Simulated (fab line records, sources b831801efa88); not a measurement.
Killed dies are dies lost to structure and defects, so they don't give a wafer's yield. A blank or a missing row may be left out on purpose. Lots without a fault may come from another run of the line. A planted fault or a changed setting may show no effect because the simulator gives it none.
A struck lot beside a sound one | flow sky130 | 28 steps out of a route of 708
Sound: wafers L307.1, L307.3, L307.6. Struck: wafers L323.2, L323.3, L323.6. The cause comes at the end.
At each step with rows: each side's tool, then ch and its chambers, then its first start. Under that, the readings that differ: sound wafers | struck wafers | difference of the means | sigmas: that difference in standard deviations of wafers without a fault.
alike: readings whose means differ by less than 2 such deviations, and words and numbers that are the same on both sides. not compared: withheld readings, readings that some wafer has no value for, bounds like >300 that may hide the same value, and numbers for which the record gives no deviation and whose values overlap.
The two part at a step that has a row with sigmas, a row that says differs or no value, or rows on one side only. Numbers that don't overlap but have no deviation are shown without sigmas and don't part them. A reading that every wafer of one side lacks parts them only if that side has two wafers or more.

SKY_VIA4_ETCH_12: etches SiO2 in C4F8/O2/Ar, stops on TiN, target depth 580 nm.
  sound on rie_diel-02 ch 0,2, day 44 22:07; struck on rie_diel-02 ch 1,3, day 48 02:04
  alike: oes_product_au
SKY_VIA4_STRIP_13: strips in O2/N2.
  sound on plasma_asher-02 ch 0, day 44 22:11; struck on plasma_asher-04 ch 0, day 48 02:08
  alike: drypump_motor_current_A, oes_product_au, strip_time_to_endpoint_s
  not compared: rf_hours_counter_h
then, 5 steps without rows for these wafers: SKY_VIA4_STRIP_14 (strips in post etch residue remover, time 1200 s); SKY_VIA4_CLEAN_15 (cleans in IPA, time 180 s); SKY_VIA4_CLEAN_16 (cleans in O3/DIW); SKY_VIA4_SPUTTER_17 (material TiN, target thk 20 nm, time 80 s); SKY_VIA4_CVD_18 (deposits W, target thk 505 nm, time 152.14 s).
SKY_VIA4_RS_MEAS_19: measures by four-point-probe.
  sound on film_metro-01, day 44 23:00; struck on film_metro-02, day 48 02:58
  alike: VIA4_W_RS
SKY_VIA4_THK_MEAS_20: measures by xrf.
  sound on film_metro-01, day 44 23:07; struck on film_metro-02, day 48 03:04
  reading         | sound       | struck      | difference | sigmas
  VIA4_W_THK (nm) | 513 510 504 | 528 528 520 | +16        | +2
then, 1 step without rows for these wafers: SKY_VIA4_CMP_21 (polishes, stops on SiO2, t overpolish 25 s, target thk 0 nm).
SKY_METAL5_SPUTTER_00: material Ti, target thk 15 nm, time 10 s.
  sound on pvd_sputter-03, day 44 23:29; struck on pvd_sputter-03, day 48 03:25
  alike: throttle_valve_pct
SKY_METAL5_SPUTTER_01: material TiN, target thk 20 nm, time 16.7 s.
  sound on pvd_sputter-03, day 44 23:30; struck on pvd_sputter-03, day 48 03:26
  alike: throttle_valve_pct
SKY_METAL5_SPUTTER_02: material AlCu, target thk 1150 nm, time 61.2 s.
  sound on pvd_sputter-03, day 44 23:31; struck on pvd_sputter-03, day 48 03:28
  reading                                     | sound          | struck         | difference | sigmas
  model.AlCu_of_METAL5_SPUTTER_02.thk_nm (nm) | 1143 1146 1136 | 1606 1594 1610 | +462       |
  alike: throttle_valve_pct
SKY_METAL5_SPUTTER_03: material Ti, target thk 5 nm, time 3.3 s.
  sound on pvd_sputter-03, day 44 23:34; struck on pvd_sputter-03, day 48 03:31
  alike: throttle_valve_pct
then, 1 step without rows for these wafers: SKY_METAL5_SPUTTER_04 (material TiN, target thk 70 nm, time 58.3 s).
SKY_METAL5_RS_MEAS_05: measures by four-point-probe.
  sound on film_metro-04, day 44 23:38; struck on film_metro-01, day 48 03:36
  reading                 | sound                   | struck                 | difference | sigmas
  METAL5_ALCU_RS (ohm/sq) | 0.02719 0.02715 0.02736 | 0.0193 0.01942 0.01923 | -0.0079    | -27
SKY_METAL5_THK_MEAS_06: measures by xrf.
  sound on film_metro-04, day 44 23:46; struck on film_metro-01, day 48 03:43
  reading              | sound          | struck         | difference | sigmas
  METAL5_ALCU_THK (nm) | 1166 1174 1157 | 1644 1639 1657 | +481       | +37
then, 8 steps without rows for these wafers: SKY_METAL5_DEHYDRATE_07 (time 60 s); SKY_METAL5_HMDS_08 (prime time 60 s); SKY_METAL5_COAT_09 (resist thk 1800 nm); SKY_METAL5_SOFTBAKE_10 (time 60 s); SKY_METAL5_EXPOSE_11 (exposes mask MM5, target cd 1600 nm); SKY_METAL5_PEB_12; SKY_METAL5_DEVELOP_13 (develop time 60 s); SKY_METAL5_DESCUM_14 (chemistry O2, time 11 s).
SKY_METAL5_METAL_ETCH_15: etches the open film in Cl2/BCl3, stops on SiO2, target depth 1260 nm, time 252 s.
  sound on rie_metal-04 ch 0,1, day 45 20:16; struck on rie_metal-01 ch 0,1, day 48 22:21
  reading               | sound             | struck            | difference | sigmas
  oes_product_au (a.u.) | 0.893 0.893 0.899 | 1.007 0.996 1.001 | +0.106     | +19
  alike: drypump_motor_current_A, throttle_valve_pct
  not compared: rf_hours_counter_h
then, 1 step without rows for these wafers: SKY_METAL5_STRIP_16 (strips in O2/N2).
SKY_PAD_OPEN_PROBE_99:
  sound on prober-01, day 47 22:47; struck on prober-01, day 50 09:46
  reading         | sound    | struck      | difference | sigmas
  killed_at_M4_up | 2 2 2    | 409 404 410 | +406       | +99 or more
  killed_dies     | 89 94 82 | 492 492 492 | +404       | +45
  killed_on_rim   | 20 18 16 | 96 96 96    | +78        | +24
  alike: killed_at_M0_to_M3, killed_at_contacts, killed_at_front_end, killed_at_other, killed_open, killed_short

WHERE THEY PART
First at SKY_VIA4_THK_MEAS_20; last, within this record, at SKY_PAD_OPEN_PROBE_99.

WHY: what the simulator had put in
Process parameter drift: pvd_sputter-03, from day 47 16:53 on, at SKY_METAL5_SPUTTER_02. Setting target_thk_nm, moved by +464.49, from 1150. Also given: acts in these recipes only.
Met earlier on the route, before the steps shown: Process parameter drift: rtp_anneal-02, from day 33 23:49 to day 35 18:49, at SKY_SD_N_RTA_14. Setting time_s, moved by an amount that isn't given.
